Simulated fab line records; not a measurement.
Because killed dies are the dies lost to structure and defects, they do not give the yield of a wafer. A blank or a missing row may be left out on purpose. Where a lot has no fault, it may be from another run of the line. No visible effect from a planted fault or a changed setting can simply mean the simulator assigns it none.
Which tool was responsible? | flow sky130 | Sampling: 14 lots, 42 wafers, 4 of 708 route steps

== WHAT THE GAUGES SHOWED, per wafer ==
SKY_NWELL_RS_MEAS_29: measurement is done with a four-point probe.
lot  | measured     | on           | NWELL_RS (ohm/sq)
L659 | day 5 18:11  | filmMetro-02 | 624.5 625.3 625.2
L661 | day 6 02:13  | filmMetro-01 | 624.9 625.5 627.3
L663 | day 6 16:11  | filmMetro-02 | 625.9 624.9 624.1
L664 | day 6 23:22  | filmMetro-01 | 624.5 623.7 623.4
L665 | day 7 01:20  | filmMetro-02 | 623.1 623.4 624.0
L667 | day 7 12:34  | filmMetro-04 | 627.7 628.4 625.4
L668 | day 7 18:44  | filmMetro-02 | 626.9 624.1 625.5
L669 | day 7 23:57  | filmMetro-02 | 624.2 626.4 625.3
L671 | day 8 11:26  | filmMetro-04 | 622.3 625.5 623.7
L672 | day 8 18:22  | filmMetro-02 | 627.2 625.4 625.6
L675 | day 9 18:55  | filmMetro-01 | 624.6 624.3 625.7
L677 | day 10 11:07 | filmMetro-02 | 624.2 624.0 625.0
L678 | day 10 15:07 | filmMetro-02 | 624.5 624.1 625.2
L681 | day 11 06:56 | filmMetro-02 | 623.4 623.9 625.0

SKY_VT_ADJUST_HVTP_TW_MEAS_11.
lot  | measured     | on           | VT_ADJUST_HVTP_TW
L659 | day 6 13:11  | filmMetro-04 | 1330 1332 1320
L661 | day 6 20:53  | filmMetro-02 | 1364 1362 1362
L663 | day 7 11:03  | filmMetro-04 | 1324 1330 1332
L664 | day 7 19:38  | filmMetro-03 | 1345 1346 1343
L665 | day 7 21:28  | filmMetro-02 | 1363 1364 1360
L667 | day 8 09:30  | filmMetro-03 | 1348 1349 1342
L668 | day 8 15:28  | filmMetro-03 | 1340 1346 1339
L669 | day 8 20:26  | filmMetro-04 | 1337 1348 1340
L671 | day 9 08:40  | filmMetro-03 | 1368 1374 1376
L672 | day 9 14:48  | filmMetro-02 | 1384 1381 1382
L675 | day 10 17:43 | filmMetro-03 | 1346 1342 1358
L677 | day 11 10:49 | filmMetro-03 | 1341 1350 1339
L678 | day 11 14:50 | filmMetro-02 | 1371 1367 1363
L681 | day 12 07:44 | filmMetro-03 | 1360 1356 1360

SKY_VT_ADJUST_LVTN_OVL_MEAS_07.
lot  | measured     | on         | VT_ADJUST_LVTN_OVL (nm)
L659 | day 7 06:48  | overlay-02 | 0.1 -0.7 0.9
L661 | day 7 16:01  | overlay-01 | 0.1 -1.2 -1.3
L663 | day 8 08:07  | overlay-02 | 2.6 3.0 3.1
L664 | day 8 15:48  | overlay-02 | 0.4 -1.5 0.5
L665 | day 8 17:28  | overlay-02 | 0.4 -0.2 -0.8
L667 | day 9 05:47  | overlay-02 | 2.1 1.9 -0.3
L668 | day 9 11:46  | overlay-02 | 0.8 1.6 2.6
L669 | day 9 16:43  | overlay-01 | 0.7 2.2 0.5
L671 | day 10 05:53 | overlay-01 | -0.2 -1.8 -1.2
L672 | day 10 13:10 | overlay-02 | 0.6 2.2 1.9
L675 | day 11 17:13 | overlay-01 | -0.8 0.6 -0.4
L677 | day 12 10:37 | overlay-02 | 1.0 1.3 2.4
L678 | day 12 14:48 | overlay-01 | -0.9 -0.7 0.1
L681 | day 13 07:57 | overlay-02 | 0.5 -0.5 1.0

== WHAT TOOL EACH LOT RAN ON (gives the tool, then ch and the chambers of the sampled wafers, and finally the start) ==
lot  | SKY_VT_ADJUST_HVTP_IMPLANT_09
L659 | implanter-01 ch 0, day 6 12:57
L661 | implanter-02 ch 0, day 6 20:38
L663 | implanter-02 ch 0, day 7 10:49
L664 | implanter-03 ch 0, day 7 19:23
L665 | implanter-03 ch 0, day 7 21:14
L667 | implanter-02 ch 0, day 8 09:15
L668 | implanter-02 ch 0, day 8 15:13
L669 | implanter-03 ch 0, day 8 20:13
L671 | implanter-03 ch 0, day 9 08:25
L672 | implanter-03 ch 0, day 9 14:36
L675 | implanter-01 ch 0, day 10 17:29
L677 | implanter-02 ch 0, day 11 10:36
L678 | implanter-01 ch 0, day 11 14:35
L681 | implanter-03 ch 0, day 12 07:30
- SKY_VT_ADJUST_HVTP_IMPLANT_09

== AS READ BY THE TOOLS THEMSELVES (means over the sampled wafers that have a number; for cases with no such wafer, the mark the record gives instead) ==
SKY_VT_ADJUST_HVTP_IMPLANT_09.
lot  | tool         | beamEnergyKeV
L659 | implanter-01 | 150.03
L661 | implanter-02 | 150.01
L663 | implanter-02 | 150.04
L664 | implanter-03 | 150.04
L665 | implanter-03 | 150.02
L667 | implanter-02 | 149.95
L668 | implanter-02 | 150.01
L669 | implanter-03 | 149.98
L671 | implanter-03 | 156.25
L672 | implanter-03 | 156.23
L675 | implanter-01 | 150.07
L677 | implanter-02 | 149.94
L678 | implanter-01 | 149.95
L681 | implanter-03 | 149.99

== THE ANSWER, worked out from the rows above alone ==
Rule: what is usual is taken from the lots themselves. The widest of any qualifying gaps counts: lots, ordered by their means at a reading, are off when they make up no more than a third of the lots, leave a main group of 4 or more, and stand apart from it by 3 or more times the standard deviation of that group's means. A main group whose means are all the same, to the digits that the tables above print for the reading, isn't used. Also off: a lot with no number at a reading for which 4 or more lots have one. The other lots that the step has rows for count as sound. Order of review: gauges by route order, followed by the tools' own readings, for which a lot's mean as printed above is used. At the first step where some lot is off, the reading lying furthest off is the one used; lots without a number count as furthest.
Off, at SKY_VT_ADJUST_HVTP_IMPLANT_09 on beamEnergyKeV: L671, L672. For the main group the mean is 150.00 and the standard deviation 0.039.
If a tool, at that step or one of the process steps before it, ran each lot that is off and ran no sound lot following the first of them, it fits. Not one of the candidates tried fits.

== WHAT THE SIMULATOR PUT IN ==
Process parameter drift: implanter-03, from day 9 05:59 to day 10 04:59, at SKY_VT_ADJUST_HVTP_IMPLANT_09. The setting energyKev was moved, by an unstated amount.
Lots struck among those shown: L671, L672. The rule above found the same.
